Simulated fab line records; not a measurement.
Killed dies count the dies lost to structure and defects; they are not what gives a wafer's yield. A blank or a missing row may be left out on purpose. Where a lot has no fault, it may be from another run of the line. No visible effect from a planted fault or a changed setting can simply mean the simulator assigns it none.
Matching of chambers ; flow sky130 ; SKY_CONTACT_ETCH_17 on rieDiel-01 has 4 sister chambers
The step etches SiO2 in C4F8/O2/Ar, stops on Si3N4, target depth 340 nm. 18 wafers are shown with their chamber, then 9 later ones without.

## WAFERS, EACH WITH ITS CHAMBER
wafer;chamber;chamberPressureMTorr (mTorr);oesProductAu (a.u.)
L074.1;2;39.99;0.889
L074.3;1;40.08;0.890
L074.4;0;39.97;0.893
L075.1;2;39.98;0.891
L075.3;3;40.00;0.893
L075.4;1;39.98;0.895
L078.1;1;39.97;0.887
L078.4;3;39.97;0.888
L078.5;1;40.02;0.892
L080.4;0;40.12;0.893
L080.5;3;39.93;0.890
L080.6;0;39.98;0.895
L086.1;2;39.99;0.890
L086.3;3;39.95;0.898
L086.6;3;39.95;0.892
L089.1;0;40.05;0.888
L089.2;3;40.04;0.895
L089.6;2;39.97;0.891

SIGNATURES (means of the wafers above)
reading;chamber 0;chamber 1;chamber 2;chamber 3;scatter within a chamber
chamberPressureMTorr;40.0300;40.0125;39.9825;39.9733;0.0467
oesProductAu;0.89225;0.89100;0.89025;0.89267;0.00301
Rule: a wafer's distance from a chamber is the root of the sum, over the readings, of the square of ((its reading less the chamber's mean) divided by the reading's scatter). The wafer belongs to the nearest chamber; if the next one is less than 2 further off, it can't be placed. The scatter is the square root of a quotient: the sum, over the shown wafers, of each reading's squared deviation from its chamber's mean, divided by wafers minus chambers.

## WAFERS WHOSE CHAMBER IS MISSING
wafer;chamberPressureMTorr (mTorr);oesProductAu (a.u.)
L091.3;40.05;0.891
L091.4;40.05;0.892
L091.5;40.04;0.895
L092.2;39.97;0.894
L092.3;40.02;0.887
L092.5;39.98;0.884
L097.1;39.96;0.891
L097.4;39.92;0.888
L097.6;40.04;0.891

## EACH ONE'S CHAMBER
wafer;from the rows above;in truth
L091.3;can't be placed: 0 or 1 or 2 or 3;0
L091.4;can't be placed: 0 or 1 or 2 or 3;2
L091.5;can't be placed: 0 or 1 or 3 or 2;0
L092.2;can't be placed: 3 or 2 or 1 or 0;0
L092.3;can't be placed: 1 or 2 or 0 or 3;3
L092.5;can't be placed: 2 or 1 or 3 or 0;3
L097.1;can't be placed: 2 or 3 or 1 or 0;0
L097.4;can't be placed: 2 or 3 or 1 or 0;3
L097.6;can't be placed: 0 or 1 or 2 or 3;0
Correctly placed: 0 of 9. Can't be placed from these rows: 9 (the true chamber is among the candidates in 9). Placed wrongly: 0.
